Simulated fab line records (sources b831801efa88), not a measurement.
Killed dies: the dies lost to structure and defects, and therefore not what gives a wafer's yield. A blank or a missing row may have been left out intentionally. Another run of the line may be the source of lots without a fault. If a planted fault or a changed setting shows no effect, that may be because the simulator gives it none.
Which tool was responsible? ; flow sky130 ; Sampling: 11 lots, 33 wafers, 4 of 708 route steps

WHAT THE GAUGES SHOWED, per wafer
SKY_SONOS_ONO_THK_MEAS_03. Usual: SONOS_ONO_CVD_02_THK gives 10.42 nm (standard deviation 0.15).
lot;measured;on;SONOS_ONO_CVD_02_THK (nm);flag
L447;day 11 05:42;film_metro-04;10.35 10.27 10.26;
L448;day 11 22:34;film_metro-03;10.12 10.04 10.13;
L449;day 12 10:28;film_metro-03;10.38 10.37 10.37;
L450;day 12 16:25;film_metro-04;10.41 10.47 10.37;
L451;day 13 02:58;film_metro-03;10.26 10.48 10.40;
L452;day 13 08:05;film_metro-03;10.51 10.61 10.57;
L453;day 13 16:46;film_metro-03;10.24 10.13 10.23;
L460;day 16 02:08;film_metro-01;10.68 10.63 10.72;
L461;day 16 06:20;film_metro-03;10.54 10.56 10.63;
L469;day 18 23:11;film_metro-01;10.38 10.51 10.38;
L470;day 19 04:50;film_metro-03;10.45 10.50 10.45;

SKY_POLY_GATE_THK_MEAS_01. Usual: POLY_GATE_CVD_00_THK gives 179.9 nm (standard deviation 1.9).
lot;measured;on;POLY_GATE_CVD_00_THK (nm);flag
L447;day 13 12:56;film_metro-01;181.3 182.7 183.3;
L448;day 14 08:33;film_metro-04;179.5 179.6 179.5;
L449;day 14 22:59;film_metro-02;177.3 177.0 176.1;
L450;day 15 05:59;film_metro-02;177.0 178.2 176.5;
L451;day 15 13:26;film_metro-04;178.8 178.9 181.1;
L452;day 15 20:34;film_metro-02;180.2 179.5 179.2;
L453;day 16 04:44;film_metro-02;179.3 178.0 179.7;
L460;day 18 19:58;film_metro-02;108.2 107.5 107.9;OFF
L461;day 19 01:49;film_metro-01;108.6 108.3 107.3;OFF
L469;day 21 18:34;film_metro-02;184.0 183.4 183.6;
L470;day 21 23:56;film_metro-01;181.2 180.9 180.3;

TOOL THAT RAN EACH LOT (tool first, then ch and the chambers of the sampled wafers, then the start)
lot;SKY_VT_ADJUST_NCORE_STRIP_10;SKY_POLY_GATE_CVD_00
L447;plasma_asher-04 ch 0,1, day 8 09:34;lpcvd-01 ch 0, day 13 11:44
L448;plasma_asher-01 ch 1, day 9 00:01;lpcvd-01 ch 1, day 14 07:20
L449;plasma_asher-01 ch 0, day 9 07:34;lpcvd-01 ch 0, day 14 21:47
L450;plasma_asher-04 ch 0,1, day 9 14:56;lpcvd-01 ch 1, day 15 04:47
L451;plasma_asher-01 ch 0,1, day 9 23:22;lpcvd-01 ch 0, day 15 12:13
L452;plasma_asher-04 ch 0,1, day 10 03:47;lpcvd-01 ch 0, day 15 19:22
L453;plasma_asher-04 ch 0,1, day 10 11:41;lpcvd-01 ch 0, day 16 03:32
L460;plasma_asher-01 ch 0,1, day 12 15:50;lpcvd-01 ch 0, day 18 18:46
L461;plasma_asher-03 ch 0,1, day 12 19:11;lpcvd-01 ch 1, day 19 00:37
L469;plasma_asher-04 ch 0,1, day 15 03:14;lpcvd-01 ch 0, day 21 17:21
L470;plasma_asher-04 ch 0,1, day 15 07:52;lpcvd-01 ch 0, day 21 22:44
- SKY_VT_ADJUST_NCORE_STRIP_10: strips in O2/N2.
- SKY_POLY_GATE_CVD_00: deposits poly-Si, target thk 180 nm, time 720 s.

WHAT THE TOOLS THEMSELVES READ (means of the sampled wafers that have a number; where no wafer has one, the mark that the record gives instead)
SKY_VT_ADJUST_NCORE_STRIP_10. Usual: drypump_motor_current_A 5.5 A, standard deviation 0.39; oes_product_au 0.715 a.u., standard deviation 0.0046; strip_time_to_endpoint_s 14.19 s, standard deviation 0.04.
lot;tool;drypump_motor_current_A (A);oes_product_au (a.u.);strip_time_to_endpoint_s (s);flag
L447;plasma_asher-04;5.3;0.716;14.19;
L448;plasma_asher-01;5.6;0.715;14.23;
L449;plasma_asher-01;5.7;0.713;14.22;
L450;plasma_asher-04;5.3;0.720;14.23;
L451;plasma_asher-01;5.7;0.718;14.20;
L452;plasma_asher-04;5.3;0.711;14.26;
L453;plasma_asher-04;5.7;0.711;14.18;
L460;plasma_asher-01;5.6;0.717;14.20;
L461;plasma_asher-03;5.4;0.716;14.22;
L469;plasma_asher-04;5.3;0.714;14.17;
L470;plasma_asher-04;5.7;0.711;14.11;

SKY_POLY_GATE_CVD_00. Usual: spike_tc_lower_C at 620.0 C, with a standard deviation of 1.1.
lot;tool;spike_tc_lower_C (C);flag
L447;lpcvd-01;620.7;
L448;lpcvd-01;620.5;
L449;lpcvd-01;620.4;
L450;lpcvd-01;619.9;
L451;lpcvd-01;619.4;
L452;lpcvd-01;620.7;
L453;lpcvd-01;619.7;
L460;lpcvd-01;620.6;
L461;lpcvd-01;620.7;
L469;lpcvd-01;619.7;
L470;lpcvd-01;619.5;

THE ANSWER, worked out from the rows above alone
Rule: take the mean of a lot's wafers that have a number; if it is more than 3 standard deviations from the usual mean, the lot is off. A lot without any number at a reading at which 4 lots or more have one is off too. Where the step has rows for the other lots, those lots are counted as sound. After the gauges, taken in route order, come the tools' own readings; for these a lot's mean is taken, as printed above. The first step at which some lot is off is used, and at that step the reading that is off furthest; a lot without a number counts as furthest.
Off: L460, L461, seen at SKY_POLY_GATE_THK_MEAS_01 (POLY_GATE_CVD_00_THK).
A tool fits if, at a process step before that reading, it ran every lot that is off, and no sound lot after the first of them. Gauges at SKY_POLY_GATE_THK_MEAS_01: tried the same way as those tools. No candidate that was tried fits.

WHAT THE SIMULATOR PUT IN
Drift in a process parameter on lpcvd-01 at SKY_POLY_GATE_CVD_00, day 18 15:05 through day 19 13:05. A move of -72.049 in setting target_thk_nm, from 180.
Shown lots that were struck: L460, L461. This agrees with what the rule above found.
